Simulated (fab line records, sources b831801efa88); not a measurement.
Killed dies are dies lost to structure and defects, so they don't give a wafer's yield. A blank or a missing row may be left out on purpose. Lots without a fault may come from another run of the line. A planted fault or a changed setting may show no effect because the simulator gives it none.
A struck lot beside a sound one | flow sky130 | 15 steps out of a route of 708
Sound: wafers L989.2, L989.3, L989.4. Struck: wafers L996.2, L996.3, L996.6. The cause comes at the end.
At each step with rows: each side's tool, then ch and its chambers, then its first start. Under that, the readings that differ: sound wafers | struck wafers | difference of the means | sigmas: that difference in standard deviations of wafers without a fault.
alike: readings whose means differ by less than 2 such deviations, and words and numbers that are the same on both sides. not compared: withheld readings, readings that some wafer has no value for, bounds like >300 that may hide the same value, and numbers for which the record gives no deviation and whose values overlap.
The two part at a step that has a row with sigmas, a row that says differs or no value, or rows on one side only. Numbers that don't overlap but have no deviation are shown without sigmas and don't part them. A reading that every wafer of one side lacks parts them only if that side has two wafers or more.

first, 3 steps without rows for these wafers: SKY_LDD_N_EXPOSE_04 (exposes mask NTM, target cd 840 nm); SKY_LDD_N_PEB_05; SKY_LDD_N_DEVELOP_06 (develop time 60 s).
SKY_LDD_N_OVL_MEAS_07:
  sound on overlay-02, day 20 20:18; struck on overlay-01, day 23 11:12
  alike: LDD_N_OVL
then, 8 steps without rows for these wafers: SKY_LDD_N_IMPLANT_08; SKY_LDD_N_IMPLANT_09; SKY_LDD_N_IMPLANT_10; SKY_LDD_N_IMPLANT_11; SKY_LDD_N_IMPLANT_12; SKY_LDD_N_IMPLANT_13; SKY_LDD_N_IMPLANT_14; SKY_LDD_N_IMPLANT_15.
SKY_LDD_N_STRIP_16: strips in O2/N2.
  sound on plasma_asher-04 ch 0,1, day 20 21:32; struck on plasma_asher-04 ch 0, day 23 12:26
  reading          | sound       | struck      | difference | sigmas
  overash_fraction | 0.5 0.5 0.5 | 0.7 0.7 0.7 | +0.2       |
  alike: drypump_motor_current_A, o2_flow_sccm, oes_product_au, strip_time_to_endpoint_s
  not compared: rf_hours_counter_h
SKY_LDD_N_TW_MEAS_17:
  sound on film_metro-01, day 20 21:38; struck on film_metro-01, day 23 12:32
  alike: LDD_N_TW
-- the record jumps here: 26 days lie between the struck wafers' starts before and after (it left off in module LDD_N and takes up again in module PAD_OPEN, whose first step shown is number 708 of the route) --
SKY_PAD_OPEN_PROBE_99:
  sound on prober-02, day 47 23:57; struck on prober-02, day 49 16:10
  alike: killed_at_M0_to_M3, killed_at_M4_up, killed_at_contacts, killed_at_front_end, killed_at_other, killed_dies, killed_open, killed_short

WHERE THEY PART
Nowhere in this record.

WHY: what the simulator had put in
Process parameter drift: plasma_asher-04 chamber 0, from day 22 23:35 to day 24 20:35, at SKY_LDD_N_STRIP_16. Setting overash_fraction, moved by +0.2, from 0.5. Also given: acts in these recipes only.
